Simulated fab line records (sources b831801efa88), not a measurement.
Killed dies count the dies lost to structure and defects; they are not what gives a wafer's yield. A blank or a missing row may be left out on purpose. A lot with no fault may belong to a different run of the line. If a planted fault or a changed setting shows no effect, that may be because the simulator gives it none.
A struck lot beside a sound one / flow sfq-line / 42 out of 325 route steps
Sound: the wafers L374.2, L374.4, L374.6. Struck: wafer L360.4. (L360.3, L360.6 of the same lot were not struck and are left out.) The cause comes at the end.
Per side, at each step with rows, come the tool, then ch with its chambers, and then its first start. Under that, the readings that differ: sound wafers / struck wafers / difference of the means / sigmas: that difference in standard deviations of wafers without a fault.
alike: words and numbers the same on both sides, and readings whose means are apart by under 2 such deviations; not compared: readings that were withheld, readings missing a value for some wafer, numbers with overlapping values and no deviation given by the record, and bounds like >300 which may hide the same value.
The two part at a step that has a row with sigmas, a row that says differs or no value, or rows on one side only. Numbers that don't overlap but have no deviation are shown without sigmas and don't part them. A reading missing from all wafers of one side parts the sides only when that side holds two or more wafers.

first, 6 steps without rows for these wafers: SFQ_TRILAYER_M3_LITHO_COAT_080 (resist thk 62 nm); SFQ_TRILAYER_M3_LITHO_COAT_075 (resist thk 600 nm); SFQ_TRILAYER_M3_LITHO_SOFTBAKE_079; SFQ_TRILAYER_M3_LITHO_EXPOSE_076 (exposes mask M3, target cd 500 nm); SFQ_TRILAYER_M3_LITHO_PEB_078 (peb time 60 s); SFQ_TRILAYER_M3_LITHO_DEVELOP_077 (time 60 s).
SFQ_M3_OVL_MEAS_921:
  sound on overlay-01, day 52 12:24; struck on overlay-01, day 44 03:26
  alike: M3_OVL
SFQ_TRILAYER_M3_BARC_OPEN_METAL_ETCH_100: etches BARC in O2, target depth 125 nm, time 41.7 s.
  sound on rie-metal-03 ch 0,1, day 52 12:26; struck on rie-metal-03 ch 0, day 44 03:30
  alike: drypump-motor-current-A, oes-product-au
  not compared: rf-hours-counter-h
SFQ_TRILAYER_M3_ETCH_METAL_ETCH_078: etches Nb in Cl2/Ar, stops on SiO2, target depth 240 nm, time 120 s.
  sound on rie-metal-03 ch 0,1, day 52 12:29; struck on rie-metal-03 ch 0, day 44 03:40
  alike: drypump-motor-current-A, oes-product-au
  not compared: rf-hours-counter-h
SFQ_TRILAYER_M3_STRIP_STRIP_079: strips in O2.
  sound on rie-metal-03 ch 0,1, day 52 12:37; struck on rie-metal-03 ch 0, day 44 04:14
  alike: drypump-motor-current-A, oes-product-au
  not compared: rf-hours-counter-h
then, 2 steps without rows for these wafers: SFQ_TRILAYER_M3_STRIP_SOLV_CLEAN_080 (cleans in NMP, time 600 s); SFQ_TRILAYER_I3_DEP_PECVD_081 (deposits SiO2 from SiH4/N2O, time 111.11 s, target thk 500 nm).
SFQ_TRILAYER_I3_CMP_CMP_082: polishes SiO2.
  sound on cmp-01 ch 0,1,3, day 52 23:56; struck on cmp-01 ch 1, day 44 15:56
reading=time-to-endpoint-s (s); sound=202 218 215; struck=171; difference=-41; sigmas=-5
reading=model.SiO2_of_TRILAYER_I3_DEP_PECVD_081.thk-nm (nm); sound=199.6 201.4 199.8; struck=250.1; difference=+49.8; sigmas=
  alike: motor-current-A, slurry-filter-dp-kPa
SFQ_I3_BOW_MEAS_922:
  sound on film-metro-04, day 53 02:57; struck on film-metro-04, day 44 18:40
reading=I3_BOW (um); sound=30 34 27; struck=-4; difference=-34; sigmas=-4
SFQ_TRILAYER_I3_METRO_MEASURE_083:
  sound on film-metro-04, day 53 03:15; struck on film-metro-04, day 44 19:09
reading=thk-nm (nm); sound=199.5 201.2 199.8; struck=250.1; difference=+49.9; sigmas=+45
then, 6 steps without rows for these wafers: SFQ_TRILAYER_I3_VIA_LITHO_COAT_090 (resist thk 62 nm); SFQ_TRILAYER_I3_VIA_LITHO_COAT_085 (resist thk 650 nm); SFQ_TRILAYER_I3_VIA_LITHO_SOFTBAKE_089; SFQ_TRILAYER_I3_VIA_LITHO_EXPOSE_086 (exposes mask I3, target cd 500 nm); SFQ_TRILAYER_I3_VIA_LITHO_PEB_088 (peb time 60 s); SFQ_TRILAYER_I3_VIA_LITHO_DEVELOP_087 (time 60 s).
SFQ_I3_OVL_MEAS_923:
  sound on overlay-02, day 57 10:44; struck on overlay-01, day 44 22:46
  alike: I3_OVL
SFQ_TRILAYER_I3_VIA_BARC_OPEN_VIA_ETCH_121: etches BARC in O2, target depth 125 nm, time 41.7 s.
  sound on rie-diel-04 ch 1,2, day 57 10:46; struck on rie-diel-03 ch 1, day 44 22:49
  alike: drypump-motor-current-A, oes-product-au
  not compared: rf-hours-counter-h
SFQ_TRILAYER_I3_VIA_ETCH_VIA_ETCH_088: etches SiO2 in CHF3, stops on Nb, target depth 260 nm.
  sound on rie-diel-04 ch 1,2, day 57 10:49; struck on rie-diel-03 ch 1, day 44 22:55
reading=oes-product-au (a.u.); sound=0.860 0.858 0.858; struck=0.970; difference=+0.111; sigmas=+21
reading=model.I3.feature-depth-nm (nm); sound=199.6 201.4 199.8; struck=250.1; difference=+49.8; sigmas=
reading=model.etch.depth-nm (nm); sound=199.6 201.4 199.8; struck=250.1; difference=+49.8; sigmas=
  alike: drypump-motor-current-A
then, 2 steps without rows for these wafers: SFQ_TRILAYER_I3_VIA_STRIP_STRIP_089 (strips in O2); SFQ_TRILAYER_I3_VIA_STRIP_SOLV_CLEAN_090 (cleans in NMP, time 600 s).
SFQ_TRILAYER_M4_DEP_PRE_CLEAN_092: time 22.5 s.
  sound on pvd-sputter-06, day 57 11:42; struck on pvd-sputter-04, day 44 23:48
reading=model.SiO2_of_TRILAYER_I3_DEP_PECVD_081.thk-nm (nm); sound=192.1 193.9 192.3; struck=242.6; difference=+49.8; sigmas=
  alike: bias-v
SFQ_TRILAYER_M4_DEP_SPUTTER_091: material Nb, target thk 200 nm, time 133.3 s.
  sound on pvd-sputter-06, day 57 11:44; struck on pvd-sputter-04, day 44 23:50
  alike: substrate-temp-c, throttle-valve-pct
SFQ_M4_RS_MEAS_924: measurement is done with a four-point probe.
  sound on film-metro-01, day 57 11:51; struck on film-metro-02, day 44 23:58
  alike: M4_NB_RS
then, 6 steps without rows for these wafers: SFQ_TRILAYER_M4_LITHO_COAT_098 (resist thk 62 nm); SFQ_TRILAYER_M4_LITHO_COAT_093 (resist thk 600 nm); SFQ_TRILAYER_M4_LITHO_SOFTBAKE_097; SFQ_TRILAYER_M4_LITHO_EXPOSE_094 (exposes mask M4, target cd 500 nm); SFQ_TRILAYER_M4_LITHO_PEB_096 (peb time 60 s); SFQ_TRILAYER_M4_LITHO_DEVELOP_095 (time 60 s).
-- the record jumps here: 5 days lie between the struck wafers' starts before and after --
SFQ_M4_OVL_MEAS_926:
  sound on overlay-02, day 62 18:10; struck on overlay-01, day 50 04:01
  alike: M4_OVL
then, 5 steps without rows for these wafers: SFQ_TRILAYER_M4_BARC_OPEN_METAL_ETCH_123 (etches BARC in O2, target depth 125 nm, time 41.7 s); SFQ_TRILAYER_M4_ETCH_METAL_ETCH_096 (etches Nb in Cl2/Ar, stops on SiO2, target depth 240 nm, time 120 s); SFQ_TRILAYER_M4_STRIP_STRIP_097 (strips in O2); SFQ_TRILAYER_M4_STRIP_SOLV_CLEAN_098 (cleans in NMP, time 600 s); SFQ_TRILAYER_I4_DEP_PECVD_099 (deposits SiO2 from SiH4/N2O, time 111.11 s, target thk 500 nm).
-- the record jumps here: 30 days lie between the struck wafers' starts before and after --
SFQ_M8_BOW_MEAS_951:
  sound on film-metro-02, day 89 11:26; struck on film-metro-03, day 80 14:57
reading=M8_BOW (um); sound=49 50 44; struck=-3; difference=-51; sigmas=-4
reading=model.etest.i3.link-ohm; sound=1.994 1.997 2.008; struck=2.06; difference=+0.06; sigmas=

WHERE THEY PART
First at SFQ_TRILAYER_I3_CMP_CMP_082; last, within this record, at SFQ_M8_BOW_MEAS_951.

WHY: the cause the simulator had injected
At SFQ_TRILAYER_I3_CMP_CMP_082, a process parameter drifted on cmp-01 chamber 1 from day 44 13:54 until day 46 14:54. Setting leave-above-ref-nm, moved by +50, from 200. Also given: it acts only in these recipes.
